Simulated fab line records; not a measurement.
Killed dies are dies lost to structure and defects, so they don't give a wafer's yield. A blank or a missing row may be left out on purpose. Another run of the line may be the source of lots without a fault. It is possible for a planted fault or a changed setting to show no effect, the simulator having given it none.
Which of the tools did it? | flow sky130 | at 1 step of a route of 708, 12 lots with 36 wafers sampled

## WHAT THE GAUGES SHOWED, per wafer
SKY_CONTACT_BOW_MEAS_05. Usual: CONTACT_BOW gives 82 um (standard deviation 7).
lot  | measured     | on            | CONTACT_BOW (um) | flag
L442 | day 31 18:11 | film_metro-01 | 80 91 82         |
L444 | day 32 00:47 | film_metro-01 | 93 87 88         |
L445 | day 32 08:49 | film_metro-04 | 84 68 78         |
L446 | day 32 09:01 | film_metro-04 | 80 72 84         |
L448 | day 33 17:02 | film_metro-01 | 87 86 94         |
L450 | day 33 21:25 | film_metro-01 | 80 70 84         |
L458 | day 36 12:49 | film_metro-04 | 78 88 90         |
L460 | day 36 22:37 | film_metro-04 | 72 79 68         |
L459 | day 36 23:22 | film_metro-03 | 75 75 88         |
L462 | day 38 20:57 | film_metro-04 | 88 80 71         |
L463 | day 38 21:54 | film_metro-04 | 81 75 89         |
L461 | day 39 01:04 | film_metro-04 | 93 86 79         |

## WHICH TOOL RAN EACH LOT (tool, then ch and the chambers of the sampled wafers, then the start)
The record shows no process step preceding these readings.

## AS READ BY THE TOOLS THEMSELVES (means over the sampled wafers that have a number; for cases with no such wafer, the mark the record gives instead)
The record holds no such reading with a usual standard deviation.

## THE ANSWER, worked out from the rows above alone
Rule: take the mean of a lot's wafers that have a number; if it is more than 3 standard deviations from the usual mean, the lot is off. A lot without any number at a reading at which 4 lots or more have one is off too. Where the step has rows for the other lots, those lots are counted as sound. First the gauges in route order, then the tools' own readings, where a lot's mean is used as printed above. The first step at which some lot is off is used, and at that step the reading that is off furthest; a lot without a number counts as furthest.
Nothing can be told from this: no lot is off at any reading shown.

## WHAT HAD BEEN PUT IN BY THE SIMULATOR
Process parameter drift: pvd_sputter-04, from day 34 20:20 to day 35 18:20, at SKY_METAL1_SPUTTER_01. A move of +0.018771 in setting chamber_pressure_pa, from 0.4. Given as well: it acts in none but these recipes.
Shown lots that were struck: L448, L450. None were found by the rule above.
